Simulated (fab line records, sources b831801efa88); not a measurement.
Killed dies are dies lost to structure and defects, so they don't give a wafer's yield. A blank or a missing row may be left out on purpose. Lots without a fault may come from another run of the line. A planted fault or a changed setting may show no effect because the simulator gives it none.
fab line records | flow gf180mcu
record lots=6 wafers=17 last_day=33
route steps=602 shown M1@327 V1@335 M2@362
lots that met no fault: from a run of the same line without faults
start_h: hours from the record's first day to the start of the lot's first wafer shown | wait_h: hours since the lot's step before | " the same as in the row above | L1.1+2: a row that stands for several wafers | - no value, or no start given | * or withheld: withheld | < > ~ a bound
route shown NAME@n: a module of which the file shows steps, and the number in the route of the first | usual: mean/standard deviation of fault-free wafers | same: alike in all rows | chamber/n: place in a boat | sites: the reading at each site | _std_site: their standard deviation | _edge_site: outer sites' mean less inner sites' | radius_mm: how far each site lies from the wafer's centre | mask NAME#n: copy n | behind: the tool/chamber that last shaped the wafer | hold: why the lot was held/for how many hours/how that ended | device: the transistor (n, p or np) that didn't switch | end of line: the same wafers' tests at the end of the route | a step without rows: its recipe alone | killed: dies lost to structure and defects at the first sort, not the wafer's yield | map: a wafer's dies, x killed, . not, _ none there
set.NAME: the setting as run; set.NAME@STEP: as run at that earlier step | model.NAME: the simulator's own value behind a step, which no gauge read
lots at some steps of the route; a table a step, a row a wafer
services: from which hour (start_h, from the record's first day; less than 0 if before it) a tool's chamber was out of use, for how many hours, and why
## steps
# step GF_M1_PEB_12
# recipe peb_temp_c=135 peb_time_s=90 resist=KrF
# step GF_M1_DEVELOP_13
# recipe develop_time_s=60 dev_temp_c=21
# step GF_M1_CD_MEAS_14
# recipe target_cd_nm=230
# usual cd_nm=229.7/1.3
# columns lot.wafer tool chamber start_h wait_h cd_nm
L985.2 cd_sem-01 - 433.27 0.1 230.3
L985.3 " - " " 230.4
L985.4 " - " " 229.6
L989.1 cd_sem-01 - 470.16 0.1 229.9
L989.2 " - " " 230.3
L989.4 " - " " 230.2
L991.2 cd_sem-01 - 490.33 0.1 227.5
L991.3 " - " " 228.3
L991.4 " - " " 226.2
L992.2 cd_sem-01 - 492.07 0.1 231.4
L992.3 " - " " 230.9
L993.2 cd_sem-01 - 502.92 0.1 228.9
L993.3 " - " " 229.2
L993.4 " - " " 229.6
L100.1 cd_sem-01 - 557.30 0.1 227.9
L100.4 " - " " 229.7
L100.6 " - " " 230.0
# step GF_M1_OVL_MEAS_15
# usual M1_OVL=1/5.5
# columns lot.wafer tool chamber start_h wait_h M1_OVL[nm]
L985.2 overlay-01 - 433.38 0.1 -8
L985.3 " - " " -9
L985.4 " - " " -12
L989.1 overlay-02 - 470.28 0.1 2
L989.2 " - " " -1
L989.4 " - " " 1
L991.2 overlay-01 - 490.43 0.1 9
L991.3 " - " " 3
L991.4 " - " " 7
L992.2 overlay-01 - 492.18 0.1 5
L992.3 " - " " 1
L993.2 overlay-02 - 503.03 0.1 1
L993.3 " - " " 5
L993.4 " - " " -5
L100.1 overlay-02 - 557.42 0.1 2
L100.4 " - " " 6
L100.6 " - " " 4
# step GF_M1_METAL_ETCH_16
# recipe chemistry=Cl2/BCl3 mask_material=KrF target_depth_nm=627.5 stop_on=SiO2 pressure_mtorr=8 icp_w=800 bias_w=140 Cl2_flow_sccm=80 bcl3_flow_sccm=40 time_s=104.6
# usual drypump_motor_current_A=5.6/0.44 oes_product_au=0.968/0.0061 throttle_valve_pct=28.253/0.0097
# columns lot.wafer tool chamber start_h wait_h drypump_motor_current_A oes_product_au rf_hours_counter_h throttle_valve_pct
L985.2 rie_metal-02 0 433.41 0.0 5.4 0.958 8.1 28.249
L985.3 " 0 " " 5.4 0.960 - 28.277
L985.4 " 1 " " 4.9 0.965 - 28.250
L989.1 rie_metal-02 1 470.31 0.0 5.0 0.967 8.7 28.241
L989.2 " 0 " " 5.3 0.977 8.5 28.239
L989.4 " 1 " " 4.9 0.967 - 28.256
L991.2 rie_metal-04 0 490.46 0.0 6.2 0.968 6.4 28.253
L991.3 " 1 " " 5.9 0.971 - 28.271
L991.4 " 0 " " 6.3 0.968 - 28.249
L992.2 rie_metal-02 1 492.21 0.0 4.9 0.958 9.3 28.258
L992.3 " 1 " " 5.0 0.948 - 28.269
L993.2 rie_metal-04 1 503.06 0.0 5.9 0.969 7.6 28.264
L993.3 " 0 " " 6.3 0.973 - 28.250
L993.4 " 1 " " 5.9 0.966 - 28.257
L100.1 rie_metal-04 1 557.46 0.0 5.9 0.962 9.0 28.270
L100.4 " 0 " " 6.3 0.964 - 28.235
L100.6 " 1 " " 5.9 0.972 - 28.257
# step GF_M1_STRIP_17
# recipe chemistry=O2/N2 power_w=1400 pressure_mtorr=1500 platen_temp_c=250 o2_flow_sccm=3000 n2_flow_sccm=300 overash_fraction=0.5
# step GF_M1_STRIP_18
# recipe chemistry=post_etch_residue_remover time_s=1200 temp_c=72.5
# step GF_M1_CLEAN_19
# recipe chemistry=DIW dry=n2_spin
# step GF_V1_CVD_00
# recipe material=SiO2 target_thk_nm=600 sigma_open_frac=0.3 temp_c=400 time_s=100 sih4_flow_sccm=60 pressure_mtorr=6
# step GF_V1_THK_MEAS_01
# recipe reads=SiO2_of_V1_CVD_00
# usual V1_CVD_00_THK=603/6.5
# columns lot.wafer tool chamber start_h wait_h V1_CVD_00_THK[nm]
L985.2 film_metro-02 - 434.14 0.0 615
L985.3 " - " " 609
L985.4 " - " " 612
L989.1 film_metro-02 - 471.06 0.0 607
L989.2 " - " " 613
L989.4 " - " " 612
L991.2 film_metro-01 - 491.20 0.0 599
L991.3 " - " " 610
L991.4 " - " " 598
L992.2 film_metro-04 - 492.94 0.0 608
L992.3 " - " " 603
L993.2 film_metro-02 - 503.82 0.0 607
L993.3 " - " " 605
L993.4 " - " " 601
L100.1 film_metro-04 - 558.21 0.0 591
L100.4 " - " " 598
L100.6 " - " " 602
# step GF_V1_CVD_02
# recipe material=SiO2 target_thk_nm=850 precursor=TEOS temp_c=400 time_s=94.851 rf_w=600
# step GF_V1_THK_MEAS_03
# recipe reads=SiO2_of_V1_CVD_02
# usual V1_CVD_02_THK=852/12
# columns lot.wafer tool chamber start_h wait_h V1_CVD_02_THK[nm]
L985.2 film_metro-01 - 434.30 0.1 844
L985.3 " - " " 856
L985.4 " - " " 849
L989.1 film_metro-01 - 471.19 0.0 848
L989.2 " - " " 855
L989.4 " - " " 864
L991.2 film_metro-04 - 491.33 0.0 838
L991.3 " - " " 841
L991.4 " - " " 858
L992.2 film_metro-02 - 493.07 0.0 863
L992.3 " - " " 854
L993.2 film_metro-01 - 503.95 0.0 849
L993.3 " - " " 841
L993.4 " - " " 859
L100.1 film_metro-02 - 558.34 0.0 848
L100.4 " - " " 856
L100.6 " - " " 857
# step GF_V1_CMP_04
# recipe material=SiO2 down_force_psi=4 platen_rpm=60 pad_velocity_m_s=0.94248
# usual motor_current_A=12.1/1.4 slurry_filter_dp_kPa=13.49/0.14 time_to_endpoint_s=82/5.6
# columns lot.wafer tool chamber start_h wait_h motor_current_A slurry_filter_dp_kPa time_to_endpoint_s model.SiO2_of_V1_CVD_02.thk_nm
L985.2 cmp-01 0 434.35 0.0 11.0 13.59 84 635.1
L985.3 " 1 " " 11.6 13.58 88 634.5
L985.4 " 2 " " 10.7 13.22 86 635.7
L989.4 cmp-01 2 471.30 0.1 11.0 13.49 87 632.1
L989.1 " 3 " " 15.0 13.50 77 631.5
L989.2 " 0 " " 10.5 13.58 82 631.6
L991.3 cmp-01 2 491.56 0.2 10.9 13.33 101 704.9
L991.4 " 3 " " 14.4 13.56 85 632.4
L991.2 " 1 " " 11.2 13.64 99 705.7
L992.3 cmp-01 1 493.12 0.0 11.1 13.52 107 710.1
L992.2 " 0 " " 10.6 13.44 111 713.2
L993.2 cmp-02 0 504.00 0.0 13.9 13.34 78 634.2
L993.4 " 1 " " 11.3 13.55 81 633.7
L993.3 " 2 " " 12.5 13.48 79 634
L100.1 cmp-02 1 558.40 0.1 11.2 13.41 79 631.8
L100.4 " 2 " " 12.2 13.32 86 632.6
L100.6 " 2 " " 12.7 13.83 84 634.4
# step GF_V1_BOW_MEAS_05
# recipe mode=bow
# usual V1_BOW=83/7.2
# columns lot.wafer tool chamber start_h wait_h V1_BOW[um]
L985.2 film_metro-01 - 434.67 0.3 85
L985.3 " - " " 86
L985.4 " - " " 68
L989.1 film_metro-01 - 471.55 0.1 88
L989.2 " - " " 70
L989.4 " - " " 77
L991.2 film_metro-04 - 491.88 0.1 89
L991.3 " - " " 86
L991.4 " - " " 81
L992.2 film_metro-01 - 493.44 0.1 92
L992.3 " - " " 87
L993.2 film_metro-01 - 504.32 0.3 79
L993.3 " - " " 89
L993.4 " - " " 71
L100.1 film_metro-01 - 558.70 0.2 78
L100.4 " - " " 92
L100.6 " - " " 88
# step GF_V1_DEHYDRATE_06
# recipe temp_c=200 time_s=60
# step GF_V1_HMDS_07
# recipe prime_time_s=60 prime_temp_c=120
# step GF_V1_COAT_08
# recipe resist=BARC temp_c=withheld time_s=withheld spin_rpm=withheld resist_thk_nm=withheld
# step GF_V1_COAT_09
# recipe resist=KrF spin_rpm=withheld resist_thk_nm=1000
# step GF_V1_SOFTBAKE_10
# recipe temp_c=130 time_s=60 resist=KrF
# step GF_V1_EXPOSE_11
# recipe mask_id=Via1 target_cd_nm=260 na=0.68 source_shape=conventional sigma_outer=0.6 dose_mj=38
# step GF_V1_PEB_12
# recipe peb_temp_c=135 peb_time_s=90 resist=KrF
# step GF_V1_DEVELOP_13
# recipe develop_time_s=60 resist=KrF dev_temp_c=21
# step GF_V1_CD_MEAS_14
# recipe target_cd_nm=260
# usual cd_nm=260.2/1.1
# columns lot.wafer tool chamber start_h wait_h cd_nm
L985.2 cd_sem-02 - 459.37 0.1 258.3
L985.3 " - " " 258.3
L985.4 " - " " 258.6
L989.1 cd_sem-01 - 495.70 0.1 259.4
L989.2 " - " " 259.4
L989.4 " - " " 260.7
L991.2 cd_sem-02 - 515.48 0.1 260.9
L991.3 " - " " 260.4
L991.4 " - " " 259.5
L992.2 cd_sem-02 - 516.73 0.1 259.5
L992.3 " - " " 258.5
L993.2 cd_sem-02 - 527.47 0.1 259.5
L993.3 " - " " 259.2
L993.4 " - " " 258.4
L100.1 cd_sem-01 - 580.91 0.1 261.5
L100.4 " - " " 261.0
L100.6 " - " " 261.2
# step GF_V1_OVL_MEAS_15
# usual V1_OVL=0/5.4
# columns lot.wafer tool chamber start_h wait_h V1_OVL[nm]
L985.2 overlay-02 - 459.48 0.1 8
L985.3 " - " " 8
L985.4 " - " " 2
L989.1 overlay-01 - 495.82 0.1 -3
L989.2 " - " " -10
L989.4 " - " " -13
L991.2 overlay-01 - 515.59 0.1 6
L991.3 " - " " 6
L991.4 " - " " 12
L992.2 overlay-02 - 516.84 0.1 -11
L992.3 " - " " -1
L993.2 overlay-02 - 527.58 0.1 -2
L993.3 " - " " -10
L993.4 " - " " 1
L100.1 overlay-01 - 581.03 0.1 3
L100.4 " - " " 8
L100.6 " - " " 1
# step GF_V1_ETCH_16
# recipe chemistry=N2/H2 target_depth_a=withheld overetch_a=withheld time_s=withheld target=BARC ion_energy_ev=200 source_w=500 bias_w=100 pressure_mtorr=30 n2_flow_sccm=100 h2_flow_sccm=200
# usual drypump_motor_current_A=5.9/0.33 oes_product_au=0.855/0.0042 throttle_valve_pct=13.225/0.0096
# columns lot.wafer tool chamber start_h wait_h drypump_motor_current_A oes_product_au throttle_valve_pct
L985.2 rie_diel-02 2 459.51 0.0 6.2 0.853 13.198
L985.3 " 0 " " 6.1 0.851 13.250
L985.4 " 1 " " 6.0 0.857 13.220
L989.1 rie_diel-01 0 495.86 0.0 5.3 0.849 13.231
L989.2 " 2 " " 6.5 0.851 13.218
L989.4 " 3 " " 5.7 0.858 13.231
L991.2 rie_diel-03 3 515.62 0.0 5.4 0.857 13.233
L991.3 " 0 " " 5.7 0.861 13.230
L991.4 " 2 " " 5.6 0.856 13.216
L992.2 rie_diel-02 0 516.87 0.0 6.1 0.852 13.226
L992.3 " 3 " " 5.6 0.858 13.213
L993.2 rie_diel-02 0 527.61 0.0 6.1 0.852 13.222
L993.3 " 1 " " 6.0 0.861 13.230
L993.4 " 3 " " 5.6 0.853 13.218
L100.1 rie_diel-01 1 581.07 0.0 5.8 0.854 13.234
L100.4 " 2 " " 6.5 0.855 13.215
L100.6 " 1 " " 5.8 0.852 13.220
# step GF_V1_ETCH_17
# recipe chemistry=C4F8/O2/Ar mask_material=KrF target=SiO2 stop_on=TiN source_w=1500 bias_w=1200 pressure_mtorr=40 c4f8_flow_sccm=withheld O2_flow_sccm=6 Ar_flow_sccm=300 time_s=withheld target_depth_a=6300
# usual oes_product_au=0.856/0.0049
# columns lot.wafer tool chamber start_h wait_h oes_product_au model.etch.depth_nm model.V1.feature_depth_nm
L985.2 rie_diel-02 2 - - 0.848 635.1 635.1
L985.3 " 0 " " 0.855 634.5 634.4
L985.4 " 1 " " 0.863 635.7 635.7
L989.1 rie_diel-01 0 - - 0.856 631.5 631.5
L989.2 " 2 " " 0.850 631.6 631.6
L989.4 " 3 " " 0.855 632.1 632.1
L991.2 rie_diel-03 3 - - 0.904 705.7 705.7
L991.3 " 0 " " 0.907 704.9 704.9
L991.4 " 2 " " 0.852 632.4 632.4
L992.2 rie_diel-02 0 - - 0.916 713.2 713.2
L992.3 " 3 " " 0.915 710.1 710.1
L993.2 rie_diel-02 0 - - 0.854 634.2 634.2
L993.3 " 1 " " 0.858 634 634
L993.4 " 3 " " 0.856 633.7 633.7
L100.1 rie_diel-01 1 - - 0.866 631.8 631.8
L100.4 " 2 " " 0.852 632.6 632.6
L100.6 " 1 " " 0.852 634.4 634.4
# step GF_V1_STRIP_18
# recipe chemistry=O2/N2 power_w=1400 pressure_mtorr=1500 platen_temp_c=250 o2_flow_sccm=3000 n2_flow_sccm=300 overash_fraction=0.5
# usual drypump_motor_current_A=5.6/0.31 heater_power_w=322/10 oes_product_au=0.593/0.005 platen_temp_c=250.01/0.16
# columns lot.wafer tool chamber start_h wait_h drypump_motor_current_A heater_power_w oes_product_au platen_temp_c rf_hours_counter_h
L985.2 plasma_asher-03 1 459.64 - 6.2 323 0.582 250.10 68
L985.3 " 1 " " 6.2 333 0.590 250.12 -
L985.4 " 0 " " 5.4 330 0.584 250.00 -
L989.1 plasma_asher-01 1 495.99 - 5.3 327 0.599 249.92 89
L989.2 " 0 " " 5.5 310 0.589 249.99 89
L989.4 " 1 " " 5.3 335 0.595 250.14 -
L991.2 plasma_asher-03 0 515.75 - 5.4 326 0.594 250.04 74
L991.3 " 1 " " 6.2 328 0.588 250.20 -
L991.4 " 0 " " 5.4 336 0.593 250.02 -
L992.2 plasma_asher-01 0 517.00 - 5.5 316 0.597 250.12 92
L992.3 " 1 " " 5.3 326 0.590 250.24 -
L993.2 plasma_asher-02 1 527.74 - 5.9 301 0.593 249.96 8
L993.3 " 0 " " 5.6 329 0.595 249.91 -
L993.4 " 1 " " 5.9 312 0.591 250.14 -
L100.1 plasma_asher-02 0 581.20 - 5.6 326 0.590 249.67 13
L100.4 " 1 " " 5.8 304 0.588 250.04 -
L100.6 " 0 " " 5.6 324 0.592 249.90 -
# step GF_V1_STRIP_19
# recipe chemistry=post_etch_residue_remover time_s=1200 temp_c=72.5
# step GF_V1_CLEAN_20
# recipe chemistry=DIW dry=n2_spin
# step GF_V1_SPUTTER_21
# recipe material=Ti target_thk_nm=15 chamber_pressure_pa=5 power_w=2500 substrate_temp_c=200 time_s=80.02
# step GF_V1_SPUTTER_22
# recipe material=TiN target_thk_nm=10 chamber_pressure_pa=5 power_w=4000 time_s=40
# usual throttle_valve_pct=29.7/0.71
# columns lot.wafer tool chamber start_h wait_h throttle_valve_pct
L985.2 pvd_sputter-01 - 460.27 0.0 29.0
L985.3 " - " " 29.7
L985.4 " - " " 29.0
L989.1 pvd_sputter-04 - 496.61 0.0 29.1
L989.2 " - " " 30.2
L989.4 " - " " 28.8
L991.2 pvd_sputter-03 - 516.34 0.0 29.9
L991.3 " - " " 29.4
L991.4 " - " " 29.5
L992.2 pvd_sputter-04 - 517.59 0.0 29.0
L992.3 " - " " 30.4
L993.2 pvd_sputter-01 - 528.33 0.0 29.1
L993.3 " - " " 30.8
L993.4 " - " " 29.2
L100.1 pvd_sputter-01 - 581.80 0.0 29.1
L100.4 " - " " 30.8
L100.6 " - " " 29.2
# step GF_V1_CVD_23
# recipe material=W target_thk_nm=350 time_s=105.05 temp_c=400 pressure_torr=40
# usual heater_power_w=865/130
# columns lot.wafer tool chamber start_h wait_h heater_power_w
L985.2 cvd_w-02 1 460.31 0.0 667
L985.3 " 0 " " 959
L985.4 " 1 " " 685
L989.1 cvd_w-02 1 496.65 0.0 694
L989.2 " 0 " " 949
L989.4 " 0 " " 963
L991.2 cvd_w-01 0 516.38 0.0 842
L991.3 " 1 " " 986
L991.4 " 0 " " 826
L992.2 cvd_w-02 0 517.63 0.0 971
L992.3 " 1 " " 694
L993.2 cvd_w-01 1 528.37 0.0 980
L993.3 " 0 " " 818
L993.4 " 1 " " 984
L100.1 cvd_w-02 1 581.84 0.0 697
L100.4 " 0 " " 960
L100.6 " 0 " " 984
# step GF_V1_RS_MEAS_24
# recipe thk_meas_gauge=four-point-probe reads=W_of_V1_CVD_23+TiN_of_V1_SPUTTER_22+Ti_of_V1_SPUTTER_21
# usual V1_W_RS=0.328/0.0032
# columns lot.wafer tool chamber start_h wait_h V1_W_RS[ohm/sq]
L985.2 film_metro-04 - 460.44 0.1 0.322
L985.3 " - " " 0.322
L985.4 " - " " 0.326
L989.1 film_metro-04 - 496.76 0.1 0.327
L989.2 " - " " 0.330
L989.4 " - " " 0.331
L991.2 film_metro-02 - 516.51 0.1 0.331
L991.3 " - " " 0.331
L991.4 " - " " 0.333
L992.2 film_metro-04 - 517.76 0.1 0.333
L992.3 " - " " 0.329
L993.2 film_metro-04 - 528.50 0.1 0.327
L993.3 " - " " 0.336
L993.4 " - " " 0.327
L100.1 film_metro-04 - 581.95 0.1 0.325
L100.4 " - " " 0.328
L100.6 " - " " 0.329
# step GF_V1_THK_MEAS_25
# recipe thk_meas_gauge=xrf reads=W_of_V1_CVD_23
# usual V1_W_THK=344/3.6
# columns lot.wafer tool chamber start_h wait_h V1_W_THK[nm]
L985.2 film_metro-04 - 460.55 0.1 350
L985.3 " - " " 347
L985.4 " - " " 346
L989.1 film_metro-04 - 496.88 0.1 346
L989.2 " - " " 342
L989.4 " - " " 341
L991.2 film_metro-02 - 516.62 0.1 345
L991.3 " - " " 343
L991.4 " - " " 342
L992.2 film_metro-04 - 517.87 0.1 341
L992.3 " - " " 344
L993.2 film_metro-04 - 528.61 0.1 344
L993.3 " - " " 337
L993.4 " - " " 347
L100.1 film_metro-04 - 582.07 0.1 347
L100.4 " - " " 345
L100.6 " - " " 344
# step GF_V1_CMP_26
# recipe stop_on=SiO2 down_force_psi=3.5 platen_rpm=60 t_overpolish_s=15 target_thk_nm=0 pad_velocity_m_s=0.94248
# usual motor_current_A=11.2/1.3 slurry_filter_dp_kPa=13.49/0.14
# columns lot.wafer tool chamber start_h wait_h motor_current_A slurry_filter_dp_kPa model.SiO2_of_V1_CVD_02.thk_nm
L985.3 cmp-01 1 460.65 0.1 10.4 13.40 630.7
L985.2 " 2 " " 10.3 13.30 631.4
L985.4 " 3 " " 13.1 13.42 631.9
L989.1 cmp-01 2 496.94 0.1 10.3 13.36 627.7
L989.4 " 3 " " 13.3 13.58 628.3
L989.2 " 1 " " 10.2 13.29 627.8
L991.3 cmp-02 3 516.67 0.0 11.0 13.46 701.1
L991.4 " 1 " " 10.3 13.55 628.6
L991.2 " 2 " " 11.3 13.50 701.9
L992.3 cmp-02 0 517.92 0.0 13.3 13.32 706.3
L992.2 " 2 " " 11.1 13.47 709.4
L993.3 cmp-01 0 528.66 0.0 9.9 13.49 630.2
L993.4 " 1 " " 10.0 13.30 629.9
L993.2 " 3 " " 12.8 13.68 630.5
L100.4 cmp-02 3 582.18 0.1 10.7 13.34 628.8
L100.1 " 0 " " 13.2 13.34 628
L100.6 " 2 " " 11.6 13.47 630.7
# step GF_M2_SPUTTER_00
# recipe material=Ti target_thk_nm=37.5 arriving_ion_energy_ev=80 substrate_temp_c=200 chamber_pressure_pa=2 power_w=4000 time_s=150
## services
# columns tool chamber start_h hours kind
rie_metal-04 - 410.42 1.2 repair
cvd_w-01 - 414.03 6.9 pm
rie_diel-02 0 422.79 16.2 repair
cvd_w-01 - 424.43 0.3 repair
plasma_asher-02 - 428.87 9.0 pm
cmp-02 - 430.34 1.1 repair
rie_diel-03 1 454.60 14.5 repair
rie_metal-02 - 458.71 10.0 pm
rie_metal-04 - 463.03 0.2 repair
rie_diel-03 2 468.35 1.6 repair
plasma_asher-02 - 474.19 3.1 repair
rie_diel-01 1 476.92 1.5 repair
rie_diel-01 - 476.98 0.7 repair
cmp-01 - 477.91 0.9 repair
cmp-02 - 486.00 7.8 pm
pvd_sputter-01 - 489.34 14.7 repair
rie_metal-04 - 496.69 1.4 pm
cvd_w-02 - 498.54 0.9 repair
rie_diel-01 3 542.76 3.3 repair
cmp-02 - 553.18 1.6 repair
cmp-01 - 565.85 0.8 repair
cmp-01 - 572.18 4.0 pm
rie_diel-01 0 575.98 15.7 repair
cmp-02 - 577.55 0.8 repair
## key
first_sign step=GF_V1_CMP_04 reading=time_to_endpoint_s direction=up sigmas=4 usual=* struck=*
effect step=GF_V1_ETCH_17 reading=oes_product_au direction=up sigmas=11 usual=0.856 struck=0.911
model_effect step=GF_V1_CMP_04 value=SiO2_of_V1_CVD_02.thk_nm without=632.6 struck=708.5
model_effect step=GF_V1_ETCH_17 value=etch.depth_nm without=632.6 struck=708.5
model_effect step=GF_V1_CMP_26 value=SiO2_of_V1_CVD_02.thk_nm without=628.8 struck=704.7
met_at GF_V1_CMP_04
struck_wafers L991.2,L991.3,L992.2,L992.3
sort_left_out L992.2,L992.3
onset_between 471.30 491.56
fault kind=process_parameter_drift tool=cmp-01 chamber=- onset_h=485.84 steps=GF_V1_CMP_04 channel=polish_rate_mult offset=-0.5 shape=step end_h=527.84 scope=struck_wafers_only
# sort_left_out: the simulated sort isn't trusted on such a fault, so these wafers' sort isn't shown, and their yield isn't known
